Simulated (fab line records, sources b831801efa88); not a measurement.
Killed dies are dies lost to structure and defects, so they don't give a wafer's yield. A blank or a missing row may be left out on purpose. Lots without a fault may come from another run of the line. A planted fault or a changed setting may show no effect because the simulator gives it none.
fab line records | flow sky130
record lots=7 wafers=21 last_day=49
route steps=708 shown METAL3@572 VIA3@573
lots that met no fault: from a run of the same line without faults
start_h: hours from the record's first day to the start of the lot's first wafer shown | wait_h: hours since the lot's step before | " the same as in the row above | L1.1+2: a row that stands for several wafers | - no value, or no start given | * or withheld: withheld | < > ~ a bound
route shown NAME@n: a module of which the file shows steps, and the number in the route of the first | usual: mean/standard deviation of fault-free wafers | same: alike in all rows | chamber/n: place in a boat | sites: the reading at each site | _std_site: their standard deviation | _edge_site: outer sites' mean less inner sites' | radius_mm: how far each site lies from the wafer's centre | mask NAME#n: copy n | behind: the tool/chamber that last shaped the wafer | hold: why the lot was held/for how many hours/how that ended | device: the transistor (n, p or np) that didn't switch | end of line: the same wafers' tests at the end of the route | a step without rows: its recipe alone | killed: dies lost to structure and defects at the first sort, not the wafer's yield | map: a wafer's dies, x killed, . not, _ none there
set.NAME: the setting as run; set.NAME@STEP: as run at that earlier step | model.NAME: the simulator's own value behind a step, which no gauge read
lots at some steps of the route; a table a step, a row a wafer
services: from which hour (start_h, from the record's first day; less than 0 if before it) a tool's chamber was out of use, for how many hours, and why
## steps
# step SKY_METAL3_CLEAN_22
# recipe chemistry=O3/DIW dry=n2_spin
# step SKY_VIA3_HDPCVD_00
# recipe material=SiO2 target_thk_nm=1635 sigma_open_frac=0.3 time_s=272.5 temp_c=400 sih4_flow_sccm=60 pressure_mtorr=6
# step SKY_VIA3_THK_MEAS_01
# recipe reads=SiO2_of_VIA3_HDPCVD_00
# usual VIA3_HDPCVD_THK=1634/16
# columns lot.wafer tool chamber start_h wait_h VIA3_HDPCVD_THK[nm]
L965.2 film_metro-04 - 885.46 0.1 1632
L965.3 " - " " 1619
L965.5 " - " " 1640
L968.1 film_metro-02 - 915.48 0.1 1608
L968.5 " - " " 1630
L968.6 " - " " 1652
L969.1 film_metro-02 - 944.48 0.1 1645
L969.3 " - " " 1661
L969.4 " - " " 1651
L970.2 film_metro-04 - 952.62 0.1 1665
L970.4 " - " " 1678
L970.5 " - " " 1649
L972.1 film_metro-03 - 956.44 0.1 1610
L972.3 " - " " 1611
L972.6 " - " " 1601
L982.3 film_metro-02 - 1026.79 0.1 1627
L982.5 " - " " 1631
L982.6 " - " " 1649
L980.1 film_metro-02 - 1032.70 0.1 1635
L980.3 " - " " 1620
L980.6 " - " " 1613
# step SKY_VIA3_CMP_02
# recipe material=SiO2 down_force_psi=4 platen_rpm=60 pad_velocity_m_s=0.94248
# usual motor_current_A=11.6/0.96 platen_rpm=60.00/0.037
# columns lot.wafer tool chamber start_h wait_h motor_current_A platen_rpm
L965.3 cmp-01 3 885.56 0.1 11.2 60.02
L965.2 " 0 " " 12.6 60.02
L965.5 " 3 " " 11.2 60.08
L968.1 cmp-01 1 915.69 0.2 11.7 60.03
L968.5 " 2 " " 10.6 59.97
L968.6 " 3 " " 11.4 60.02
L969.1 cmp-02 0 944.54 0.1 12.4 59.99
L969.3 " 1 " " 10.9 60.01
L969.4 " 3 " " 10.0 59.98
L970.2 cmp-01 2 952.72 0.1 11.3 60.02
L970.4 " 0 " " 12.5 60.12
L970.5 " 1 " " 11.9 60.02
L972.3 cmp-01 2 956.60 0.1 10.8 59.94
L972.1 " 3 " " 12.0 60.04
L972.6 " 0 " " 13.4 59.97
L982.3 cmp-02 1 1026.98 0.2 10.9 60.03
L982.5 " 2 " " 11.7 60.03
L982.6 " 3 " " 9.6 59.95
L980.3 cmp-01 1 1033.09 0.4 11.5 60.06
L980.1 " 2 " " 10.2 59.89
L980.6 " 0 " " 12.9 59.96
# step SKY_VIA3_BOW_MEAS_03
# recipe mode=bow
# usual VIA3_BOW=80/7.5
# columns lot.wafer tool chamber start_h wait_h VIA3_BOW[um]
L965.2 film_metro-02 - 885.83 0.2 64
L965.3 " - " " 66
L965.5 " - " " 77
L968.1 film_metro-02 - 915.84 0.1 67
L968.5 " - " " 88
L968.6 " - " " 82
L969.1 film_metro-04 - 944.84 0.2 73
L969.3 " - " " 77
L969.4 " - " " 75
L970.2 film_metro-02 - 952.99 0.2 92
L970.4 " - " " 77
L970.5 " - " " 86
L972.1 film_metro-03 - 956.80 0.1 84
L972.3 " - " " 78
L972.6 " - " " 78
L982.3 film_metro-03 - 1027.17 0.1 80
L982.5 " - " " 86
L982.6 " - " " 89
L980.1 film_metro-03 - 1033.29 0.1 86
L980.3 " - " " 78
L980.6 " - " " 84
# step SKY_VIA3_DEHYDRATE_04
# recipe temp_c=200 time_s=60
# step SKY_VIA3_HMDS_05
# recipe prime_time_s=60 prime_temp_c=120
# step SKY_VIA3_COAT_06
# recipe resist=BARC temp_c=withheld time_s=withheld spin_rpm=3000 resist_thk_nm=60
# step SKY_VIA3_COAT_07
# recipe resist=KrF-thick spin_rpm=3000 resist_thk_nm=450
# step SKY_VIA3_SOFTBAKE_08
# recipe temp_c=100 time_s=90 resist=KrF-thick
# step SKY_VIA3_EXPOSE_09
# recipe mask_id=VIM3 na=0.8 source_shape=annular sigma_inner=0.55 sigma_outer=0.85 target_cd_nm=200 dose_mj=38
# step SKY_VIA3_PEB_10
# recipe peb_temp_c=withheld peb_time_s=withheld resist=KrF-thick
# step SKY_VIA3_DEVELOP_11
# recipe develop_time_s=60 resist=KrF-thick dev_temp_c=21
# usual chill_plate_temp_C=22.99/0.1 develop_time_s=60/0
# columns lot.wafer tool chamber start_h wait_h chill_plate_temp_C develop_time_s model.KrF-thick_of_VIA3_COAT_07.thk_nm
L965.2 litho_track-04 0 910 - 23.04 60 437
L965.3 " 0 " " 23.09 60 437.8
L965.5 " 0 " " 23.04 60 437.1
L968.1 litho_track-02 - 939 - - - 449
L968.5 " - 940 - - - 448.6
L968.6 " - " " - - 448.3
L969.1 litho_track-03 - 969 - - - 449.4
L969.3 " - " " - - 449.3
L969.4 " - " " - - 449.7
L970.2 litho_track-03 - 977 - - - 448.9
L970.4 " - " " - - 449.3
L970.5 " - " " - - 448.9
L972.1 litho_track-03 0 981 - 23.06 60 435.8
L972.3 " 0 " " 22.97 60 434.1
L972.6 " 0 982 - 22.89 60 433.4
L982.3 litho_track-02 0 1049 - 23.00 60 436.1
L982.5 " 0 " " 22.84 60 436
L982.6 " 0 " " 22.91 60 435.4
L980.1 litho_track-03 0 1054 - 22.95 60 436
L980.3 " 0 " " 23.04 60 434.8
L980.6 " 0 " " 23.07 60 434.4
# step SKY_VIA3_CD_MEAS_12
# recipe target_cd_nm=200
# usual cd_nm=200.5/1.9
# columns lot.wafer tool chamber start_h wait_h cd_nm
L965.2 cd_sem-01 - 910.18 - 198.3
L965.3 " - " " 198.5
L965.5 " - " " 198.8
L968.1 cd_sem-02 - 940.14 - -
L968.5 " - " " -
L968.6 " - " " -
L969.1 cd_sem-02 - 969.34 - -
L969.3 " - " " -
L969.4 " - " " -
L970.2 cd_sem-01 - 977.61 - -
L970.4 " - " " -
L970.5 " - " " -
L972.1 cd_sem-02 - 982.04 - 198.9
L972.3 " - " " 198.5
L972.6 " - " " 199.5
L982.3 cd_sem-02 - 1049.33 - 201.9
L982.5 " - " " 201.4
L982.6 " - " " 204.0
L980.1 cd_sem-02 - 1054.74 - 198.3
L980.3 " - " " 199.2
L980.6 " - " " 198.7
## services
# columns tool chamber start_h hours kind
cmp-02 - 912.07 4.0 pm
cmp-02 - 916.07 - consumable_replace:conditioner
cmp-02 - 916.07 - consumable_replace:pad
cmp-02 - 923.91 3.1 repair
cmp-01 - 972.43 1.9 repair
cmp-02 - 994.06 6.5 pm
cmp-02 - 1008.70 4.6 pm
cmp-02 - 1031.77 11.5 pm
## key
first_sign step=SKY_VIA3_DEVELOP_11 reading=tool_record direction=missing
effect none on later readings
model_effect step=SKY_VIA3_DEVELOP_11 value=KrF-thick_of_VIA3_COAT_07.thk_nm without=435 struck=449
met_at SKY_VIA3_DEVELOP_11
struck_wafers L968.1,L968.5,L968.6,L969.1,L969.3,L969.4,L970.2,L970.4,L970.5
later_rows_left_out L968.1,L968.5,L968.6,L969.1,L969.3,L969.4,L970.2,L970.4,L970.5
sort_left_out L968.1,L968.5,L968.6,L969.1,L969.3,L969.4,L970.2,L970.4,L970.5
fault kind=skipped_step_whole tool=litho_track-02,litho_track-03 chamber=- onset_h=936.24 steps=SKY_VIA3_DEVELOP_11 scope=struck_lots_only
# sort_left_out: the simulated sort isn't trusted on such a fault, so these wafers' sort isn't shown, and their yield isn't known
# later_rows_left_out: the simulator's readings of these wafers behind a module that went badly wrong aren't trusted and aren't shown, but for the sort
